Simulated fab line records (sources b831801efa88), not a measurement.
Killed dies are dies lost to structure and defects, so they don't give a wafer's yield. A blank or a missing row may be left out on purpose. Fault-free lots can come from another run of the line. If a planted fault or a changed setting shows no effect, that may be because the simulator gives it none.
Which tool is to blame? + flow sky130 + 39 wafers from 13 lots sampled at 5 of the route's 708 steps

## WHAT THE GAUGES SHOWED, per wafer
SKY_NWELL_RS_MEAS_29: measurement is done with a four-point probe.
| lot  | measured     | on            | NWELL_RS (ohm/sq) |
|------|--------------|---------------|-------------------|
| L825 | day 5 18:52  | film-metro-04 | 627.7 626.7 628.1 |
| L828 | day 6 10:46  | film-metro-01 | 624.2 624.1 625.4 |
| L829 | day 6 15:02  | film-metro-03 | 625.3 625.3 625.0 |
| L833 | day 7 16:34  | film-metro-03 | 622.0 622.8 622.5 |
| L835 | day 8 04:26  | film-metro-04 | 626.4 626.2 627.3 |
| L836 | day 8 11:28  | film-metro-03 | 625.4 625.3 625.1 |
| L839 | day 9 04:55  | film-metro-04 | 623.7 623.8 623.7 |
| L841 | day 9 15:36  | film-metro-03 | 625.5 624.0 625.8 |
| L842 | day 9 20:41  | film-metro-04 | 626.0 627.8 624.4 |
| L844 | day 10 10:13 | film-metro-03 | 622.0 622.2 622.2 |
| L845 | day 10 21:00 | film-metro-04 | 624.6 624.2 624.3 |
| L846 | day 11 00:31 | film-metro-04 | 623.6 625.4 623.7 |
| L847 | day 11 08:03 | film-metro-03 | 624.3 623.9 623.6 |

SKY_VT_ADJUST_NCORE_CD_MEAS_07: the cd target is 380 nm.
| lot  | measured     | on        | cd-nm (nm)        |
|------|--------------|-----------|-------------------|
| L825 | day 9 02:52  | cd-sem-02 | 376.7 376.2 376.0 |
| L828 | day 9 22:12  | cd-sem-01 | 375.0 375.6 375.3 |
| L829 | day 10 02:11 | cd-sem-01 | 376.0 378.2 378.7 |
| L833 | day 11 08:50 | cd-sem-01 | 380.0 379.9 380.1 |
| L835 | day 11 22:37 | cd-sem-01 | 383.3 381.6 382.3 |
| L836 | day 12 05:57 | cd-sem-02 | 379.1 378.5 379.1 |
| L839 | day 13 01:56 | cd-sem-02 | 382.2 382.1 384.1 |
| L841 | day 13 14:16 | cd-sem-01 | 385.1 387.2 386.9 |
| L842 | day 13 20:56 | cd-sem-01 | 377.5 378.9 380.5 |
| L844 | day 14 12:30 | cd-sem-02 | 381.2 380.9 382.3 |
| L845 | day 15 00:35 | cd-sem-02 | 379.9 381.3 379.0 |
| L846 | day 15 05:27 | cd-sem-02 | 385.5 382.2 383.0 |
| L847 | day 15 13:49 | cd-sem-01 | 380.9 383.2 382.8 |

SKY_VT_ADJUST_NCORE_TW_MEAS_11.
| lot  | measured     | on            | VT_ADJUST_NCORE_TW |
|------|--------------|---------------|--------------------|
| L825 | day 9 03:16  | film-metro-01 | 217.5 217.5 217.3  |
| L828 | day 9 22:35  | film-metro-02 | 217.7 217.3 217.9  |
| L829 | day 10 02:36 | film-metro-02 | 216.9 216.5 218.0  |
| L833 | day 11 09:15 | film-metro-02 | 218.9 218.3 219.2  |
| L835 | day 11 23:01 | film-metro-02 | 217.3 217.7 218.6  |
| L836 | day 12 06:20 | film-metro-01 | 217.3 217.4 217.3  |
| L839 | day 13 02:21 | film-metro-04 | 221.8 223.0 221.9  |
| L841 | day 13 14:39 | film-metro-01 | 218.0 217.6 217.7  |
| L842 | day 13 21:21 | film-metro-02 | 200.5 200.8 200.8  |
| L844 | day 14 12:53 | film-metro-02 | 200.6 200.5 199.7  |
| L845 | day 15 01:00 | film-metro-01 | 217.8 217.8 217.1  |
| L846 | day 15 05:50 | film-metro-02 | 218.2 218.8 218.5  |
| L847 | day 15 14:12 | film-metro-04 | 221.4 221.6 220.8  |

SKY_SONOS_ONO_THK_MEAS_03.
| lot  | measured     | on            | SONOS_ONO_CVD_02_THK (nm) |
|------|--------------|---------------|---------------------------|
| L825 | day 12 06:32 | film-metro-04 | 10.54 10.81 10.50         |
| L828 | day 13 05:02 | film-metro-04 | 10.61 10.45 10.69         |
| L829 | day 13 06:04 | film-metro-04 | 10.51 10.45 10.47         |
| L833 | day 14 20:22 | film-metro-01 | 10.65 10.64 10.59         |
| L835 | day 15 11:38 | film-metro-02 | 10.50 10.51 10.52         |
| L836 | day 15 17:10 | film-metro-01 | 10.32 10.31 10.46         |
| L839 | day 16 14:53 | film-metro-01 | 10.48 10.43 10.54         |
| L841 | day 17 04:25 | film-metro-01 | 10.41 10.38 10.52         |
| L842 | day 17 10:44 | film-metro-04 | 10.44 10.53 10.48         |
| L844 | day 18 04:29 | film-metro-02 | 10.56 10.41 10.42         |
| L845 | day 18 18:55 | film-metro-02 | 10.58 10.48 10.53         |
| L846 | day 19 00:29 | film-metro-04 | 10.55 10.35 10.48         |
| L847 | day 19 08:25 | film-metro-04 | 10.58 10.76 10.70         |

## TOOL THAT RAN EACH LOT (tool first, then ch and the chambers of the sampled wafers, then the start)
| lot  | SKY_VT_ADJUST_NCORE_IMPLANT_09  |
|------|---------------------------------|
| L825 | implanter-01 ch 0, day 9 03:02  |
| L828 | implanter-03 ch 0, day 9 22:22  |
| L829 | implanter-01 ch 0, day 10 02:21 |
| L833 | implanter-02 ch 0, day 11 09:00 |
| L835 | implanter-01 ch 0, day 11 22:46 |
| L836 | implanter-01 ch 0, day 12 06:07 |
| L839 | implanter-03 ch 0, day 13 02:06 |
| L841 | implanter-01 ch 0, day 13 14:26 |
| L842 | implanter-01 ch 0, day 13 21:06 |
| L844 | implanter-01 ch 0, day 14 12:40 |
| L845 | implanter-03 ch 0, day 15 00:45 |
| L846 | implanter-03 ch 0, day 15 05:37 |
| L847 | implanter-03 ch 0, day 15 13:59 |
- SKY_VT_ADJUST_NCORE_IMPLANT_09

## AS READ BY THE TOOLS THEMSELVES (means over the sampled wafers that have a number; for cases with no such wafer, the mark the record gives instead)
SKY_VT_ADJUST_NCORE_IMPLANT_09.
| lot  | tool         | beam-energy-keV | dose-ions-cm2 |
|------|--------------|-----------------|---------------|
| L825 | implanter-01 | 10.002          | 2.4e+12       |
| L828 | implanter-03 | 10.003          | 2.4e+12       |
| L829 | implanter-01 | 10.004          | 2.4e+12       |
| L833 | implanter-02 | 10.000          | 2.4e+12       |
| L835 | implanter-01 | 10.001          | 2.4e+12       |
| L836 | implanter-01 | 9.997           | 2.4e+12       |
| L839 | implanter-03 | 9.998           | 2.4e+12       |
| L841 | implanter-01 | 9.999           | 2.4e+12       |
| L842 | implanter-01 | 6.960           | 2.4e+12       |
| L844 | implanter-01 | 6.956           | 2.4e+12       |
| L845 | implanter-03 | 10.003          | 2.4e+12       |
| L846 | implanter-03 | 10.002          | 2.4e+12       |
| L847 | implanter-03 | 10.004          | 2.4e+12       |

## THE ANSWER, worked out from the rows above alone
Rule: the lots themselves supply what counts as usual. Put in order of their means at a reading, lots are off if they are a third of the lots or fewer, leave a main group of 4 or more, and stand apart from it by a gap of 3 or more times the standard deviation of the main group's means; of several such gaps the widest counts. If all means in a main group match to the digits the tables above print for the reading, that group is not used. Also off: a lot with no number at a reading for which 4 or more lots have one. Where the step has rows for the other lots, those lots are counted as sound. After the gauges, taken in route order, come the tools' own readings; for these a lot's mean is taken, as printed above. The first step at which some lot is off is used, and at that step the reading that is off furthest; a lot without a number counts as furthest.
Off: L842, L844, seen at SKY_VT_ADJUST_NCORE_TW_MEAS_11 (VT_ADJUST_NCORE_TW). For the main group the mean is 218.5 and the standard deviation 1.6.
If a tool, at a process step before that reading, ran all the lots that are off and no sound lot after the first of them, it fits. The gauges at SKY_VT_ADJUST_NCORE_TW_MEAS_11 aren't tried: what is off there is off at SKY_VT_ADJUST_NCORE_IMPLANT_09 too, on other tools, and a gauge's error can't cause that. One candidate fits, namely implanter-01 at SKY_VT_ADJUST_NCORE_IMPLANT_09. Its last sound lot is L841 (day 13 14:26), its first lot that is off L842 (day 13 21:06): a fault that began between those two fits.
On the lots that are off, the tool's own readings at SKY_VT_ADJUST_NCORE_IMPLANT_09 differ by more than 5 times the standard deviation of the sound lots' means, which bears it out; beam-energy-keV reads 6.958 there versus 10.001 on the sound lots.

## WHAT THE SIMULATOR PUT IN
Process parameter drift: implanter-01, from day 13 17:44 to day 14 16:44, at SKY_VT_ADJUST_NCORE_IMPLANT_09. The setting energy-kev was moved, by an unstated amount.
Lots struck among those shown: L842, L844. The same result came from the rule above.
